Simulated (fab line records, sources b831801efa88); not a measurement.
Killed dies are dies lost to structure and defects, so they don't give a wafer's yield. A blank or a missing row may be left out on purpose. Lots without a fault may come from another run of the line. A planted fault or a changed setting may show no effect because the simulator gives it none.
Which tool did it? | flow gf180mcu | 13 lots, 39 wafers sampled, at 4 steps of a route of 602

WHAT THE GAUGES READ, wafer by wafer
GF_V4_BOW_MEAS_05.
lot  | measured     | on            | V4_BOW (um)
L159 | day 23 11:13 | film_metro-02 | 130 115 133
L160 | day 23 19:14 | film_metro-04 | 126 122 135
L161 | day 23 23:37 | film_metro-02 | 160 147 141
L164 | day 25 07:34 | film_metro-01 | 134 134 130
L165 | day 25 09:07 | film_metro-01 | 129 132 133
L167 | day 26 07:07 | film_metro-04 | 128 130 141
L168 | day 26 08:55 | film_metro-02 | 151 149 151
L176 | day 29 00:23 | film_metro-02 | 128 133 137
L177 | day 29 03:50 | film_metro-04 | 121 140 126
L178 | day 29 13:18 | film_metro-02 | 131 132 130
L180 | day 30 04:15 | film_metro-02 | 143 130 137
L181 | day 30 11:02 | film_metro-02 | 141 153 144
L182 | day 30 19:58 | film_metro-04 | 132 118 109

GF_V4_OVL_MEAS_15.
lot  | measured     | on         | V4_OVL (nm)
L159 | day 24 09:43 | overlay-02 | 2 1 3
L160 | day 24 16:22 | overlay-02 | -2 3 9
L161 | day 24 21:55 | overlay-01 | -2 2 5
L164 | day 26 05:24 | overlay-01 | 3 6 7
L165 | day 26 06:10 | overlay-01 | 3 4 5
L167 | day 27 03:39 | overlay-01 | -2 0 -3
L168 | day 27 05:38 | overlay-01 | -1 2 -1
L176 | day 29 19:14 | overlay-02 | 6 5 2
L177 | day 29 22:34 | overlay-02 | 6 -3 3
L178 | day 30 08:16 | overlay-01 | 2 3 1
L180 | day 30 22:34 | overlay-02 | -2 -5 -5
L181 | day 31 05:37 | overlay-02 | -11 -6 -7
L182 | day 31 14:16 | overlay-02 | 3 2 6

GF_MIM_THK_MEAS_06.
lot  | measured     | on            | MIM_CVD_05_THK (nm)
L159 | day 24 11:23 | film_metro-02 | 41.5 42.0 42.9
L160 | day 24 18:02 | film_metro-02 | 41.4 42.7 41.8
L161 | day 25 00:35 | film_metro-02 | 42.3 41.6 42.0
L164 | day 26 07:07 | film_metro-03 | 41.2 41.2 42.2
L165 | day 26 07:50 | film_metro-03 | 41.5 42.4 43.2
L176 | day 29 20:53 | film_metro-03 | 41.4 40.4 41.8
L177 | day 30 00:16 | film_metro-01 | 41.7 41.4 42.2
L178 | day 30 09:58 | film_metro-01 | 41.7 42.7 42.2
L180 | day 31 00:14 | film_metro-01 | 41.9 42.1 42.0
L181 | day 31 07:15 | film_metro-01 | 41.0 42.7 41.5
L182 | day 31 15:56 | film_metro-03 | 41.2 42.2 42.2

WHICH TOOL RAN EACH LOT (tool, then ch and the chambers of the sampled wafers, then the start)
lot  | GF_V4_SPUTTER_22
L159 | pvd_sputter-04, day 24 10:29
L160 | pvd_sputter-04, day 24 17:08
L161 | pvd_sputter-03, day 24 22:40
L164 | pvd_sputter-03, day 26 06:11
L165 | pvd_sputter-01, day 26 06:55
L167 | pvd_sputter-04, day 27 04:29
L168 | pvd_sputter-03, day 27 06:24
L176 | pvd_sputter-04, day 29 19:59
L177 | pvd_sputter-01, day 29 23:21
L178 | pvd_sputter-01, day 30 09:03
L180 | pvd_sputter-03, day 30 23:19
L181 | pvd_sputter-03, day 31 06:22
L182 | pvd_sputter-04, day 31 15:01
- GF_V4_SPUTTER_22: material TiN, target thk 10 nm, time 40 s.

WHAT THE TOOLS THEMSELVES READ (means of the sampled wafers that have a number; where no wafer has one, the mark that the record gives instead)
GF_V4_SPUTTER_22.
lot  | tool           | cathode_dc_power_W (W) | chamber_pressure_pa (Pa) | throttle_valve_pct (%)
L159 | pvd_sputter-04 | 4000.0                 | 5.004                    | 29.9
L160 | pvd_sputter-04 | 3999.5                 | 5.016                    | 30.5
L161 | pvd_sputter-03 | 4000.3                 | 5.005                    | 30.5
L164 | pvd_sputter-03 | 4000.2                 | 4.998                    | 30.9
L165 | pvd_sputter-01 | 3999.2                 | 4.992                    | 30.9
L167 | pvd_sputter-04 | -                      | -                        | -
L168 | pvd_sputter-03 | -                      | -                        | -
L176 | pvd_sputter-04 | 3999.7                 | 4.997                    | 30.2
L177 | pvd_sputter-01 | 4000.5                 | 4.992                    | 30.7
L178 | pvd_sputter-01 | 3999.6                 | 5.003                    | 30.7
L180 | pvd_sputter-03 | 4000.0                 | 4.995                    | 30.9
L181 | pvd_sputter-03 | 4000.3                 | 5.001                    | 30.7
L182 | pvd_sputter-04 | 3999.4                 | 5.007                    | 30.4

THE ANSWER, worked out from the rows above alone
Rule: what is usual is taken from the lots themselves. Put in order of their means at a reading, lots are off if they are a third of the lots or fewer, leave a main group of 4 or more, and stand apart from it by a gap of 3 or more times the standard deviation of the main group's means; of several such gaps the widest counts. A main group whose means are all the same, to the digits that the tables above print for the reading, isn't used. A lot without any number at a reading at which 4 lots or more have one is off too. The other lots that the step has rows for count as sound. The gauges are gone through in route order, then the tools' own readings, and for those a lot's mean is taken as printed above. The first step at which some lot is off is used, and at that step the reading that is off furthest; a lot without a number counts as furthest.
Off: L167, L168, at GF_V4_SPUTTER_22 (cathode_dc_power_W). Without a number there: L167, L168. The main group: mean 3999.9 W, standard deviation 0.41.
A tool fits if, at that step or a process step before it, it ran every lot that is off, and no sound lot after the first of them. None of those tried fits.

WHAT THE SIMULATOR HAD PUT IN
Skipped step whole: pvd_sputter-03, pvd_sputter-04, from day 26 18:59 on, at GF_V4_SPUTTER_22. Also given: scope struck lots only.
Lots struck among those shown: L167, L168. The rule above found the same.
